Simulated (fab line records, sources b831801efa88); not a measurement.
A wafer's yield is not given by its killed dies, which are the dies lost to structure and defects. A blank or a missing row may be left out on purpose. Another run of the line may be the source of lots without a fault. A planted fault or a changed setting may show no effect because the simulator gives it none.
fab line records :: flow sfq_line
[record]
  lots = 14
  wafers = 42
  last_day = 97
route steps=325 shown M6@260
lots with no fault: from the same line, run without faults
start_h: hours from the record's first day to the start of the lot's first wafer shown :: wait_h: time in hours since the lot's previous step :: " identical to the entry in the row above :: L1.1+2: a row that stands for several wafers :: - no value, or no start given :: * or withheld: withheld :: < > ~ a bound
route shown NAME@n: a module of which the file shows steps, and the number in the route of the first :: usual: mean and standard deviation over wafers with no fault :: same: alike in all rows :: chamber/n: place in a boat :: sites: readings site by site :: _std_site: standard deviation of those values :: _edge_site: the outer-site mean with the inner-site mean subtracted :: radius_mm: how far each site lies from the wafer's centre :: mask NAME#n: copy n :: behind: the tool/chamber that last shaped the wafer :: hold: the reason the lot was held/the length of the hold in hours/how it ended :: device: the transistor (n, p or np) that didn't switch :: end of line: the route-end tests of the same wafers :: a step with no rows: only its recipe :: killed: the dies lost at the first sort to structure and to defects; this is not the yield of the wafer :: map: a wafer's dies, x killed, . not, _ none there
set.NAME: the setting the step ran with; set.NAME@STEP: the setting that earlier step ran with :: model.NAME: the simulator's own value behind a step, which no gauge read
one table for each step of the route and one row for each wafer, over a sample of lots
[[steps]]
[step SFQ_TRILAYER_M6_LITHO_DEVELOP_161]
[recipe]
  time_s = 60
  resist = KrF
[usual]
  chill_plate_temp_C = 22.98/0.1
  exhaust_pa = 45.1/1.1
  resist_line_temp_C = 23.01/0.09
lot.wafer: L373.1
tool: litho_track-02
chamber: 0
start_h: 1837.41
wait_h: 0.1
chill_plate_temp_C: 22.85
exhaust_pa: 45.2
resist_line_temp_C: 23.13

lot.wafer: L373.2
tool: litho_track-02
chamber: 0
start_h: 1837.41
wait_h: 0.1
chill_plate_temp_C: 23.04
exhaust_pa: 47.1
resist_line_temp_C: 22.98

lot.wafer: L373.5
tool: litho_track-02
chamber: 0
start_h: 1837.41
wait_h: 0.1
chill_plate_temp_C: 22.95
exhaust_pa: 45.3
resist_line_temp_C: 23.02

lot.wafer: L375.1
tool: litho_track-02
chamber: 0
start_h: 1842.21
wait_h: 0.1
chill_plate_temp_C: 22.90
exhaust_pa: 44.3
resist_line_temp_C: 22.98

lot.wafer: L375.5
tool: litho_track-02
chamber: 0
start_h: 1842.21
wait_h: 0.1
chill_plate_temp_C: 22.98
exhaust_pa: 43.4
resist_line_temp_C: 22.99

lot.wafer: L375.6
tool: litho_track-02
chamber: 0
start_h: 1842.21
wait_h: 0.1
chill_plate_temp_C: 23.12
exhaust_pa: 44.1
resist_line_temp_C: 23.07

lot.wafer: L376.2
tool: litho_track-02
chamber: 0
start_h: 1843.43
wait_h: 0.1
chill_plate_temp_C: 22.95
exhaust_pa: 43.5
resist_line_temp_C: 23.00

lot.wafer: L376.3
tool: litho_track-02
chamber: 0
start_h: 1843.43
wait_h: 0.1
chill_plate_temp_C: 22.96
exhaust_pa: 44.8
resist_line_temp_C: 23.05

lot.wafer: L376.6
tool: litho_track-02
chamber: 0
start_h: 1843.43
wait_h: 0.1
chill_plate_temp_C: 22.92
exhaust_pa: 44.4
resist_line_temp_C: 23.13

lot.wafer: L378.1
tool: litho_track-03
chamber: 0
start_h: 1850.61
wait_h: 0.1
chill_plate_temp_C: 22.88
exhaust_pa: 45.3
resist_line_temp_C: 23.01

lot.wafer: L378.4
tool: litho_track-03
chamber: 0
start_h: 1850.61
wait_h: 0.1
chill_plate_temp_C: 22.98
exhaust_pa: 46.2
resist_line_temp_C: 22.88

lot.wafer: L378.5
tool: litho_track-03
chamber: 0
start_h: 1850.61
wait_h: 0.1
chill_plate_temp_C: 22.98
exhaust_pa: 46.4
resist_line_temp_C: 22.96

lot.wafer: L379.1
tool: litho_track-03
chamber: 0
start_h: 1853.01
wait_h: 0.1
chill_plate_temp_C: 23.07
exhaust_pa: 45.5
resist_line_temp_C: 22.98

lot.wafer: L379.3
tool: litho_track-03
chamber: 0
start_h: 1853.01
wait_h: 0.1
chill_plate_temp_C: 23.12
exhaust_pa: 45.1
resist_line_temp_C: 23.08

lot.wafer: L379.6
tool: litho_track-03
chamber: 0
start_h: 1853.01
wait_h: 0.1
chill_plate_temp_C: 23.01
exhaust_pa: 44.6
resist_line_temp_C: 23.02

lot.wafer: L380.3
tool: litho_track-03
chamber: 0
start_h: 1866.22
wait_h: 0.1
chill_plate_temp_C: 23.05
exhaust_pa: 43.0
resist_line_temp_C: 22.89

lot.wafer: L380.4
tool: litho_track-03
chamber: 0
start_h: 1866.22
wait_h: 0.1
chill_plate_temp_C: 22.94
exhaust_pa: 43.5
resist_line_temp_C: 22.97

lot.wafer: L380.6
tool: litho_track-03
chamber: 0
start_h: 1866.22
wait_h: 0.1
chill_plate_temp_C: 23.00
exhaust_pa: 44.7
resist_line_temp_C: 22.90

lot.wafer: L381.3
tool: litho_track-03
chamber: 0
start_h: 1872.22
wait_h: 0.1
chill_plate_temp_C: 22.88
exhaust_pa: 45.8
resist_line_temp_C: 22.93

lot.wafer: L381.4
tool: litho_track-03
chamber: 0
start_h: 1872.22
wait_h: 0.1
chill_plate_temp_C: 22.87
exhaust_pa: 45.9
resist_line_temp_C: 22.81

lot.wafer: L381.5
tool: litho_track-03
chamber: 0
start_h: 1872.22
wait_h: 0.1
chill_plate_temp_C: 22.93
exhaust_pa: 43.6
resist_line_temp_C: 22.97

lot.wafer: L384.3
tool: litho_track-02
chamber: -
start_h: 1901.26
wait_h: 0.1
chill_plate_temp_C: -
exhaust_pa: -
resist_line_temp_C: -

lot.wafer: L384.4
tool: litho_track-02
chamber: -
start_h: 1901.26
wait_h: 0.1
chill_plate_temp_C: -
exhaust_pa: -
resist_line_temp_C: -

lot.wafer: L384.5
tool: litho_track-02
chamber: -
start_h: 1901.26
wait_h: 0.1
chill_plate_temp_C: -
exhaust_pa: -
resist_line_temp_C: -

lot.wafer: L385.1
tool: litho_track-02
chamber: -
start_h: 1903.61
wait_h: 0.1
chill_plate_temp_C: -
exhaust_pa: -
resist_line_temp_C: -

lot.wafer: L385.2
tool: litho_track-02
chamber: -
start_h: 1903.61
wait_h: 0.1
chill_plate_temp_C: -
exhaust_pa: -
resist_line_temp_C: -

lot.wafer: L385.4
tool: litho_track-02
chamber: -
start_h: 1903.61
wait_h: 0.1
chill_plate_temp_C: -
exhaust_pa: -
resist_line_temp_C: -

lot.wafer: L389.3
tool: litho_track-02
chamber: 0
start_h: 1947.82
wait_h: 0.1
chill_plate_temp_C: 22.89
exhaust_pa: 47.5
resist_line_temp_C: 22.95

lot.wafer: L389.5
tool: litho_track-02
chamber: 0
start_h: 1947.82
wait_h: 0.1
chill_plate_temp_C: 22.83
exhaust_pa: 46.5
resist_line_temp_C: 22.94

lot.wafer: L389.6
tool: litho_track-02
chamber: 0
start_h: 1947.82
wait_h: 0.1
chill_plate_temp_C: 22.87
exhaust_pa: 46.3
resist_line_temp_C: 23.24

lot.wafer: L392.2
tool: litho_track-03
chamber: 0
start_h: 1966.95
wait_h: 0.1
chill_plate_temp_C: 23.04
exhaust_pa: 45.9
resist_line_temp_C: 23.01

lot.wafer: L392.5
tool: litho_track-03
chamber: 0
start_h: 1966.95
wait_h: 0.1
chill_plate_temp_C: 23.06
exhaust_pa: 45.3
resist_line_temp_C: 23.17

lot.wafer: L392.6
tool: litho_track-03
chamber: 0
start_h: 1966.95
wait_h: 0.1
chill_plate_temp_C: 23.14
exhaust_pa: 44.2
resist_line_temp_C: 23.26

lot.wafer: L393.3
tool: litho_track-02
chamber: 0
start_h: 2012.30
wait_h: 0.1
chill_plate_temp_C: 23.12
exhaust_pa: 46.9
resist_line_temp_C: 22.97

lot.wafer: L393.4
tool: litho_track-02
chamber: 0
start_h: 2012.30
wait_h: 0.1
chill_plate_temp_C: 23.07
exhaust_pa: 45.9
resist_line_temp_C: 23.00

lot.wafer: L393.5
tool: litho_track-02
chamber: 0
start_h: 2012.30
wait_h: 0.1
chill_plate_temp_C: 23.09
exhaust_pa: 44.9
resist_line_temp_C: 22.92

lot.wafer: L394.2
tool: litho_track-02
chamber: 0
start_h: 2046.16
wait_h: 0.1
chill_plate_temp_C: 22.94
exhaust_pa: 46.7
resist_line_temp_C: 23.03

lot.wafer: L394.3
tool: litho_track-02
chamber: 0
start_h: 2046.16
wait_h: 0.1
chill_plate_temp_C: 22.85
exhaust_pa: 46.3
resist_line_temp_C: 23.02

lot.wafer: L394.4
tool: litho_track-02
chamber: 0
start_h: 2046.16
wait_h: 0.1
chill_plate_temp_C: 22.97
exhaust_pa: 47.1
resist_line_temp_C: 23.06

lot.wafer: L395.1
tool: litho_track-04
chamber: 0
start_h: 2047.29
wait_h: 0.1
chill_plate_temp_C: 22.96
exhaust_pa: 44.0
resist_line_temp_C: 23.07

lot.wafer: L395.5
tool: litho_track-04
chamber: 0
start_h: 2047.29
wait_h: 0.1
chill_plate_temp_C: 22.96
exhaust_pa: 44.2
resist_line_temp_C: 23.03

lot.wafer: L395.6
tool: litho_track-04
chamber: 0
start_h: 2047.29
wait_h: 0.1
chill_plate_temp_C: 22.88
exhaust_pa: 44.9
resist_line_temp_C: 23.08
[[key]]
[first_sign]
  step = SFQ_TRILAYER_M6_LITHO_DEVELOP_161
  reading = tool_record
  direction = missing
effect none on later readings
met_at SFQ_TRILAYER_M6_LITHO_DEVELOP_161
struck_lots L384,L385
onset_between 1843.43 1901.26
[fault]
  kind = skipped_step_whole
  tool = litho_track-02
  chamber = -
  onset_h = 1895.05
  steps = SFQ_TRILAYER_M6_LITHO_DEVELOP_161
  scope = struck_lots_only
